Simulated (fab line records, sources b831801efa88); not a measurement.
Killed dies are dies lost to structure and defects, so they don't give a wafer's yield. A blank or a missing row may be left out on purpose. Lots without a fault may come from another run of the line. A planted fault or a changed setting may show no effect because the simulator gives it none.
Which tool did it? | flow gf180mcu | 6 lots, 17 wafers sampled, at 1 step of a route of 602

WHAT THE GAUGES READ, wafer by wafer
GF_VT_IMPLANT_TW_MEAS_32.
lot  | measured     | on            | VT_IMPLANT_3_TW
L922 | day 7 16:32  | film_metro-01 | 268.9 270.2 267.7
L926 | day 8 17:22  | film_metro-02 | 261.5 261.9
L933 | day 10 18:26 | film_metro-01 | 272.1 271.4 271.6
L937 | day 12 00:42 | film_metro-02 | 265.2 264.5 264.4
L938 | day 12 07:48 | film_metro-01 | 266.5 267.8 266.6
L941 | day 13 02:50 | film_metro-02 | 267.3 266.6 267.6

WHICH TOOL RAN EACH LOT (tool, then ch and the chambers of the sampled wafers, then the start)
The record holds no process step before these readings.

THE ANSWER, worked out from the rows above alone
Rule: what is usual is taken from the lots themselves. Put in order of their means at a reading, lots are off if they are a third of the lots or fewer, leave a main group of 4 or more, and stand apart from it by a gap of 3 or more times the standard deviation of the main group's means; of several such gaps the widest counts. A main group whose means are all the same, to the digits that the tables above print for the reading, isn't used. A lot without any number at a reading at which 4 lots or more have one is off too. The other lots that the step has rows for count as sound.
No lot is off at any reading shown: from this, nothing can be told.

WHAT THE SIMULATOR HAD PUT IN
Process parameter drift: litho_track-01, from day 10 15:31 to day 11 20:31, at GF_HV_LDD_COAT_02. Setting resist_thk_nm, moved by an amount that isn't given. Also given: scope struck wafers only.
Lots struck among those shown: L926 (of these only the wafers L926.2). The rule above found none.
